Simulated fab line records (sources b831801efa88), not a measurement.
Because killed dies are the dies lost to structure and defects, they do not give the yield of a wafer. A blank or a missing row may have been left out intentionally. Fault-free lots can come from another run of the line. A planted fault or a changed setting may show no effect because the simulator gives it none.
Chamber matching | flow sky130 | cmp-01 running SKY_CONTACT_CMP_04: 4 sister chambers
The step polishes SiO2. 30 wafers are shown with their chamber, then 12 later ones without.

## WAFERS WITH THEIR CHAMBER
wafer  | chamber | motor current A (A) | time to endpoint s (s) | platen rpm (rpm)
L077.1 | 2       | 13.6                | 84                     | 60.04
L077.4 | 3       | 10.1                | 87                     | 60.01
L077.6 | 1       | 13.6                | 81                     | 60.03
L078.2 | 0       | 10.2                | 77                     | 60.07
L078.4 | 2       | 14.0                | 78                     | 60.05
L078.6 | 1       | 12.7                | 81                     | 60.04
L079.2 | 0       | 10.3                | 80                     | 59.97
L079.4 | 2       | 13.3                | 80                     | 59.93
L079.6 | 2       | 13.9                | 79                     | 60.06
L082.2 | 0       | 9.6                 | 83                     | 59.99
L082.3 | 1       | 13.3                | 83                     | 60.10
L082.6 | 0       | 10.1                | 82                     | 60.00
L083.2 | 1       | 12.4                | 85                     | 59.99
L083.3 | 3       | 9.6                 | 92                     | 60.02
L083.6 | 3       | 10.7                | 85                     | 59.92
L085.3 | 3       | 10.6                | 82                     | 59.96
L085.4 | 1       | 13.3                | 80                     | 59.96
L085.5 | 0       | 9.9                 | 85                     | 60.03
L087.2 | 1       | 12.7                | 86                     | 59.96
L087.3 | 0       | 10.3                | 79                     | 60.00
L087.6 | 0       | 10.2                | 79                     | 59.98
L086.1 | 3       | 10.5                | 91                     | 60.05
L086.3 | 2       | 13.3                | 83                     | 60.01
L086.4 | 1       | 13.0                | 81                     | 60.01
L089.1 | 2       | 14.1                | 87                     | 60.01
L089.2 | 1       | 12.8                | 83                     | 60.02
L089.3 | 3       | 9.9                 | 86                     | 60.00
L092.2 | 2       | 13.3                | 82                     | 60.03
L092.4 | 0       | 10.4                | 83                     | 60.00
L092.5 | 1       | 13.9                | 81                     | 60.02

SIGNATURES (means of the wafers above)
reading            | chamber 0 | chamber 1 | chamber 2 | chamber 3 | scatter within a chamber
motor current A    | 10.125    | 13.078    | 13.643    | 10.233    | 0.395
time to endpoint s | 81.00     | 82.33     | 81.86     | 87.17     | 2.87
platen rpm         | 60.0050   | 60.0144   | 60.0186   | 59.9933   | 0.0411
Rule: a wafer lies at a distance from a chamber equal to the root of the sum of squares, over the readings, of (its reading less the chamber's mean, divided by the reading's scatter). The wafer belongs to the nearest chamber; if the next one is less than 2 further off, it can't be placed. How the scatter is found: for the shown wafers, subtract from each reading the mean of its chamber, square and add these, divide the total by (wafers less chambers), then take the root.

## WAFERS WHOSE CHAMBER IS MISSING
wafer  | motor current A (A) | time to endpoint s (s) | platen rpm (rpm)
L093.1 | 13.1                | 84                     | 60.00
L093.2 | 10.2                | 81                     | 60.02
L093.6 | 10.3                | 87                     | 59.98
L094.1 | 10.6                | 91                     | 59.98
L094.5 | 13.5                | 81                     | 59.91
L094.6 | 13.7                | 84                     | 60.05
L095.4 | 9.9                 | 80                     | 60.03
L095.5 | 10.4                | 91                     | 59.99
L095.6 | 9.8                 | 83                     | 60.01
L097.4 | 13.8                | 79                     | 60.06
L097.5 | 13.1                | 77                     | 60.00
L097.6 | 10.6                | 85                     | 59.98

## EACH ONE'S CHAMBER
wafer  | from the rows above     | in truth
L093.1 | can't be placed: 1 or 2 | 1
L093.2 | can't be placed: 0 or 3 | 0
L093.6 | can't be placed: 3 or 0 | 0
L094.1 | 3                       | 3
L094.5 | can't be placed: 2 or 1 | 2
L094.6 | can't be placed: 2 or 1 | 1
L095.4 | can't be placed: 0 or 3 | 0
L095.5 | 3                       | 3
L095.6 | can't be placed: 0 or 3 | 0
L097.4 | can't be placed: 2 or 1 | 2
L097.5 | can't be placed: 1 or 2 | 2
L097.6 | can't be placed: 3 or 0 | 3
2 of 12 placed correctly. These rows do not allow placing 10 (true chamber among the candidates in 10). Wrongly placed: 0.
